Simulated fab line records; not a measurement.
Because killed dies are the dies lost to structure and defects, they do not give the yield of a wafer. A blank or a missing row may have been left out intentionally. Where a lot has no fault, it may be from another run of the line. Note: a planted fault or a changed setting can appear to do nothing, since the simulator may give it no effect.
Which of the tools did it? | flow sky130 | Sampling: 11 lots, 33 wafers, 4 of 708 route steps

## WHAT THE GAUGES READ, wafer by wafer
SKY_POLY_CUT_CD_MEAS_08 targets a cd of 270 nm.
lot  | measured     | on        | cd nm (nm)
L157 | day 25 01:29 | cd sem-01 | 269.7 268.9 268.8
L165 | day 27 06:37 | cd sem-02 | 269.9 270.2 269.0
L168 | day 28 07:22 | cd sem-02 | 264.1 268.3 257.6
L169 | day 28 14:25 | cd sem-02 | 255.0 265.1 258.7
L170 | day 28 20:22 | cd sem-02 | 267.8 269.7 268.0
L176 | day 30 13:53 | cd sem-01 | 268.3 269.1 269.4
L175 | day 30 18:04 | cd sem-02 | 270.4 270.4 268.2
L177 | day 31 00:47 | cd sem-01 | 270.3 270.3 270.7
L178 | day 31 16:13 | cd sem-02 | 268.0 268.2 268.8
L179 | day 32 01:12 | cd sem-02 | 270.2 269.5 267.9
L180 | day 32 13:07 | cd sem-01 | 272.1 273.2 272.1

## TOOL THAT RAN EACH LOT (tool first, then ch and the chambers of the sampled wafers, then the start)
lot  | SKY_LDD_P_STRIP_10                   | SKY_LDD_HVN_STRIP_09                 | SKY_POLY_CUT_EXPOSE_05
L157 | plasma asher-03 ch 0,1, day 19 19:08 | plasma asher-02 ch 0,1, day 21 02:04 | krf scanner-01 ch 0, day 24 10:17
L165 | plasma asher-04 ch 0,1, day 22 05:37 | plasma asher-03 ch 0,1, day 23 11:56 | krf scanner-02 ch 0, day 26 15:53
L168 | plasma asher-03 ch 0,1, day 23 06:04 | plasma asher-01 ch 0,1, day 24 12:33 | krf scanner-02 ch 0, day 27 18:01
L169 | plasma asher-03 ch 0,1, day 23 14:13 | plasma asher-02 ch 0,1, day 24 19:31 | krf scanner-02 ch 0, day 28 00:10
L170 | plasma asher-01 ch 0,1, day 23 18:52 | plasma asher-01 ch 0,1, day 25 00:41 | krf scanner-01 ch 0, day 28 05:38
L176 | plasma asher-03 ch 1, day 25 18:07   | plasma asher-01 ch 0,1, day 26 23:21 | krf scanner-01 ch 0, day 30 00:28
L175 | plasma asher-03 ch 0,1, day 25 20:29 | plasma asher-02 ch 0,1, day 27 01:49 | krf scanner-02 ch 0, day 30 04:49
L177 | plasma asher-04 ch 0,1, day 26 04:44 | plasma asher-01 ch 0,1, day 27 09:54 | krf scanner-02 ch 0, day 30 11:07
L178 | plasma asher-04 ch 0,1, day 26 22:11 | plasma asher-02 ch 0,1, day 28 03:39 | krf scanner-02 ch 0, day 31 03:52
L179 | plasma asher-04 ch 0,1, day 27 06:44 | plasma asher-02 ch 0,1, day 28 11:57 | krf scanner-02 ch 0, day 31 12:11
L180 | plasma asher-03 ch 0,1, day 27 18:13 | plasma asher-02 ch 0,1, day 28 22:47 | krf scanner-02 ch 0, day 31 23:04
- SKY_LDD_P_STRIP_10: strips in O2/N2.
- SKY_LDD_HVN_STRIP_09: strips in O2/N2.
- SKY_POLY_CUT_EXPOSE_05: exposes mask NPCM, target cd 270 nm.

## THE ANSWER, worked out from the rows above alone
Rule: the usual values come from the lots themselves. Put in order of their means at a reading, lots are off if they are a third of the lots or fewer, leave a main group of 4 or more, and stand apart from it by a gap of 3 or more times the standard deviation of the main group's means; of several such gaps the widest counts. A main group is skipped when, at the precision printed for the reading in the tables above, its means are all equal. Also off: a lot with no number at a reading for which 4 or more lots have one. The other lots that the step has rows for count as sound.
Off: L168, L169, at SKY_POLY_CUT_CD_MEAS_08 (cd nm). For the main group the mean is 269.6 nm and the standard deviation 1.2.
If a tool, at a process step before that reading, ran all the lots that are off and no sound lot after the first of them, it fits. The gauges at SKY_POLY_CUT_CD_MEAS_08 are tried like those tools. Of those tried, none fits.

## WHAT WAS PUT IN BY THE SIMULATOR
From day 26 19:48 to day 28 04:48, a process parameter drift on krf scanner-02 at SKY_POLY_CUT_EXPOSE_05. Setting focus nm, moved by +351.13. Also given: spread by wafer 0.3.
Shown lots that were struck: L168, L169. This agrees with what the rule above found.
